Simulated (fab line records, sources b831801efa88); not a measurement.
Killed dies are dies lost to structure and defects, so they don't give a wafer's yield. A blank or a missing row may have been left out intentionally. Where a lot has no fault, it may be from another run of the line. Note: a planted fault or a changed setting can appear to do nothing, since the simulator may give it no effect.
Struck lot and sound lot, side by side	flow sky130	15 out of 708 route steps
Sound: these wafers, L748.3, L748.4, L748.6. Struck: wafers L758.2, L758.4, L758.5. Last of all comes the cause.
For every step that has rows: the tool of each side, followed by ch and its chambers, followed by its first start. Under that, the readings that differ: sound wafers	struck wafers	difference of the means	sigmas: that difference in standard deviations of wafers without a fault.
alike: a reading whose means differ by less than 2 such deviations, as well as words and numbers matching on both sides. not compared: withheld readings; readings where some wafer has no value; bounds like >300 that might hide an equal value; numbers whose values overlap and for which the record gives no deviation.
Wherever a step has rows on one side only, a row that says differs or no value, or a row with sigmas, the two part there. Numbers that don't overlap but have no deviation are shown without sigmas and don't part them. A reading missing from all wafers of one side parts the sides only when that side holds two or more wafers.

first, 5 steps without rows for these wafers: SKY_LDD_N_COAT_02 (resist thk 300 nm); SKY_LDD_N_SOFTBAKE_03 (time 60 s); SKY_LDD_N_EXPOSE_04 (exposes mask NTM, target cd 840 nm); SKY_LDD_N_PEB_05; SKY_LDD_N_DEVELOP_06 (develop time 60 s).
SKY_LDD_N_OVL_MEAS_07:
  sound: overlay-02 at day 19 04:56; struck: overlay-01 at day 22 23:30
  alike: LDD_N_OVL
then, 6 steps without rows for these wafers: SKY_LDD_N_IMPLANT_08; SKY_LDD_N_IMPLANT_09; SKY_LDD_N_IMPLANT_10; SKY_LDD_N_IMPLANT_11; SKY_LDD_N_IMPLANT_12; SKY_LDD_N_IMPLANT_13.
SKY_LDD_N_IMPLANT_14:
  sound on implanter-02 ch 0, day 19 05:54; struck on implanter-02 ch 0, day 23 00:28
reading	sound	struck	difference	sigmas
beam_energy_keV	50.009 50.024 50.008	52.581 52.580 52.581	+2.567	+99 or more
model.implant.rp_nm (nm)	32.72 32.72 32.72	34.29 34.29 34.29	+1.57	
model.implant.drp_nm (nm)	18.83 18.83 18.83	19.54 19.54 19.54	+0.71	
after that, 1 step had no rows for these wafers: SKY_LDD_N_IMPLANT_15.
-- here the record skips 26 days between the struck wafers' starts before and after, leaving off in module LDD_N and picking up in module PAD_OPEN (first step shown: number 708 of the route) --
SKY_PAD_OPEN_PROBE_99:
  sound: prober-02 at day 46 19:18; struck: prober-02 at day 49 03:41
  alike: killed_at_M0_to_M3, killed_at_M4_up, killed_at_contacts, killed_at_front_end, killed_at_other, killed_dies, killed_open, killed_short

## WHERE THEY PART
Only at SKY_LDD_N_IMPLANT_14, within this record. Later steps at which nothing parts them and some readings are alike: SKY_PAD_OPEN_PROBE_99.

WHY: what had been put in by the simulator
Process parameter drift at SKY_LDD_N_IMPLANT_14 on implanter-02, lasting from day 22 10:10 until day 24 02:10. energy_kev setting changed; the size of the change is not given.
